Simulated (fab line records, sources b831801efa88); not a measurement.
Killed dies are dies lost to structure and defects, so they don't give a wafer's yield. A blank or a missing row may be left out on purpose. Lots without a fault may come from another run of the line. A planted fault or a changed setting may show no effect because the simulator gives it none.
Which tool did it? | flow sky130 | 13 lots, 39 wafers sampled, at 4 steps of a route of 708

WHAT THE GAUGES READ, wafer by wafer
SKY_POLY_GATE_THK_MEAS_04. Usual: POLY_GATE_CVD_03_THK 75.3 nm, standard deviation 0.66.
lot  | measured     | on            | POLY_GATE_CVD_03_THK (nm) | flag
L828 | day 16 06:49 | film_metro-04 | 75.6 75.2 75.2            |
L834 | day 18 00:44 | film_metro-03 | 75.1 75.3 75.0            |
L835 | day 18 15:00 | film_metro-04 | 75.8 75.2 75.0            |
L841 | day 20 23:52 | film_metro-02 | 75.2 75.3 75.4            |
L842 | day 20 23:52 | film_metro-04 | 75.4 75.4 74.7            |
L843 | day 21 11:38 | film_metro-02 | 75.7 75.4 75.6            |
L845 | day 22 01:09 | film_metro-04 | 76.0 75.5 76.0            |
L846 | day 23 09:43 | film_metro-03 | 76.1 75.7 75.3            |
L847 | day 23 11:08 | film_metro-04 | 74.9 75.9 75.6            |
L848 | day 23 11:05 | film_metro-02 | 75.3 74.6 75.0            |
L849 | day 23 11:04 | film_metro-04 | 75.1 75.6 74.6            |
L850 | day 23 18:07 | film_metro-02 | 75.7 75.8 75.9            |
L851 | day 24 04:11 | film_metro-02 | 75.8 76.4 75.7            |

SKY_LDD_HVN_TW_MEAS_10. Usual: LDD_HVN_TW 1450, standard deviation 5.5.
lot  | measured     | on            | LDD_HVN_TW     | flag
L828 | day 21 11:46 | film_metro-03 | 1442 1454 1449 |
L834 | day 23 06:25 | film_metro-03 | 1441 1454 1447 |
L835 | day 23 20:02 | film_metro-04 | 1445 1450 1453 |
L841 | day 26 03:00 | film_metro-04 | 1451 1453 1440 |
L842 | day 26 03:34 | film_metro-02 | 1442 1455 1451 |
L843 | day 26 13:19 | film_metro-02 | 1466 1455 1462 |
L845 | day 27 03:28 | film_metro-02 | 1455 1447 1447 |
L846 | day 28 12:04 | film_metro-04 | 1457 1451 1449 |
L847 | day 28 15:46 | film_metro-02 | 1452 1447 1454 |
L848 | day 28 14:37 | film_metro-02 | 1453 1453 1461 |
L849 | day 28 14:13 | film_metro-02 | 1454 1450 1450 |
L850 | day 28 19:45 | film_metro-02 | 1452 1452 1454 |
L851 | day 29 06:49 | film_metro-03 | 1452 1460 1443 |

WHICH TOOL RAN EACH LOT (tool, then ch and the chambers of the sampled wafers, then the start)
lot  | SKY_SONOS_ONO_ETCH_15              | SKY_LDD_HVN_SOFTBAKE_03
L828 | rie_diel-04 ch 0,2,3, day 13 18:26 | litho_track-04 ch 0, day 20 20:28
L834 | rie_diel-02 ch 2,3, day 15 07:14   | litho_track-04 ch 0, day 22 14:17
L835 | rie_diel-04 ch 0,1,2, day 15 20:10 | litho_track-04 ch 0, day 23 05:04
L841 | rie_diel-04 ch 0,2,3, day 17 10:06 | litho_track-01 ch 0, day 25 12:08
L842 | rie_diel-04 ch 0,3, day 17 21:24   | litho_track-01 ch 0, day 25 12:44
L843 | rie_diel-04 ch 2,3, day 18 14:10   | litho_track-01 ch 0, day 25 22:23
L845 | rie_diel-01 ch 0,1,3, day 19 03:28 | litho_track-01 ch 0, day 26 12:29
L846 | rie_diel-01 ch 1,2, day 19 12:06   | litho_track-03 ch 0, day 27 20:52
L847 | rie_diel-01 ch 0,1,2, day 19 15:12 | litho_track-04 ch 0, day 28 00:34
L848 | rie_diel-04 ch 0,1,3, day 19 21:14 | litho_track-03 ch 0, day 27 23:33
L849 | rie_diel-01 ch 0,2,3, day 20 10:42 | litho_track-03 ch 0, day 27 22:55
L850 | rie_diel-01 ch 0,3, day 20 21:20   | litho_track-01 ch 0, day 28 05:43
L851 | rie_diel-04 ch 0,2, day 21 05:53   | litho_track-03 ch 0, day 28 15:55
- SKY_SONOS_ONO_ETCH_15: etches the open film in CHF3/O2, target depth 19.52 nm, time 7.8 s.
- SKY_LDD_HVN_SOFTBAKE_03: time 60 s.

WHAT THE TOOLS THEMSELVES READ (means of the sampled wafers that have a number; where no wafer has one, the mark that the record gives instead)
SKY_SONOS_ONO_ETCH_15. Usual: bias_w 199.9 W, standard deviation 0.6; chamber_pressure_mTorr 40.00 mTorr, standard deviation 0.038; drypump_motor_current_A 5.7 A, standard deviation 0.44; oes_product_au 1.001 a.u., standard deviation 0.0074; throttle_valve_pct 8.825 %, standard deviation 0.0087.
lot  | tool        | bias_w (W) | chamber_pressure_mTorr (mTorr) | drypump_motor_current_A (A) | oes_product_au (a.u.) | throttle_valve_pct (%) | flag
L828 | rie_diel-04 | 200.3      | 40.03                          | 5.9                         | 1.003                 | 8.825                  |
L834 | rie_diel-02 | 199.5      | 40.00                          | 5.2                         | 0.994                 | 8.823                  |
L835 | rie_diel-04 | 199.4      | 40.00                          | 5.6                         | 0.996                 | 8.823                  |
L841 | rie_diel-04 | 200.2      | 39.99                          | 5.9                         | 1.008                 | 8.829                  |
L842 | rie_diel-04 | 199.5      | 39.99                          | 6.1                         | 1.011                 | 8.826                  |
L843 | rie_diel-04 | 201.0      | 39.99                          | 5.9                         | 1.007                 | 8.824                  |
L845 | rie_diel-01 | 200.1      | 40.01                          | 5.5                         | 0.993                 | 8.829                  |
L846 | rie_diel-01 | 200.3      | 39.95                          | 5.5                         | 0.999                 | 8.819                  |
L847 | rie_diel-01 | 199.4      | 40.03                          | 5.8                         | 0.996                 | 8.824                  |
L848 | rie_diel-04 | 199.5      | 39.99                          | 5.7                         | 1.001                 | 8.819                  |
L849 | rie_diel-01 | 200.0      | 40.00                          | 6.0                         | 0.998                 | 8.825                  |
L850 | rie_diel-01 | 200.2      | 40.01                          | 5.8                         | 1.003                 | 8.832                  |
L851 | rie_diel-04 | 200.1      | 39.97                          | 5.7                         | 1.010                 | 8.836                  |

SKY_LDD_HVN_SOFTBAKE_03. Usual: heater_power_total_W 56.59 W, standard deviation 0.044; run_length_s 89.32 s, standard deviation 0.16.
lot  | tool           | heater_power_total_W (W) | run_length_s (s) | flag
L828 | litho_track-04 | 56.61                    | 89.24            |
L834 | litho_track-04 | 57.33                    | 86.92            | OFF
L835 | litho_track-04 | 57.30                    | 86.89            | OFF
L841 | litho_track-01 | 56.62                    | 89.57            |
L842 | litho_track-01 | 56.56                    | 89.38            |
L843 | litho_track-01 | 56.56                    | 89.52            |
L845 | litho_track-01 | 56.58                    | 89.41            |
L846 | litho_track-03 | 56.61                    | 89.23            |
L847 | litho_track-04 | 56.58                    | 89.18            |
L848 | litho_track-03 | 56.57                    | 89.37            |
L849 | litho_track-03 | 56.59                    | 89.33            |
L850 | litho_track-01 | 56.60                    | 89.44            |
L851 | litho_track-03 | 56.55                    | 89.34            |

THE ANSWER, worked out from the rows above alone
Rule: a lot is off if the mean of its wafers that have a number lies more than 3 standard deviations from the usual mean. A lot without any number at a reading at which 4 lots or more have one is off too. The other lots that the step has rows for count as sound. The gauges are gone through in route order, then the tools' own readings, and for those a lot's mean is taken as printed above. The first step at which some lot is off is used, and at that step the reading that is off furthest; a lot without a number counts as furthest.
Off: L834, L835, at SKY_LDD_HVN_SOFTBAKE_03 (heater_power_total_W).
A tool fits if, at that step or a process step before it, it ran every lot that is off, and no sound lot after the first of them. None of those tried fits.

WHAT THE SIMULATOR HAD PUT IN
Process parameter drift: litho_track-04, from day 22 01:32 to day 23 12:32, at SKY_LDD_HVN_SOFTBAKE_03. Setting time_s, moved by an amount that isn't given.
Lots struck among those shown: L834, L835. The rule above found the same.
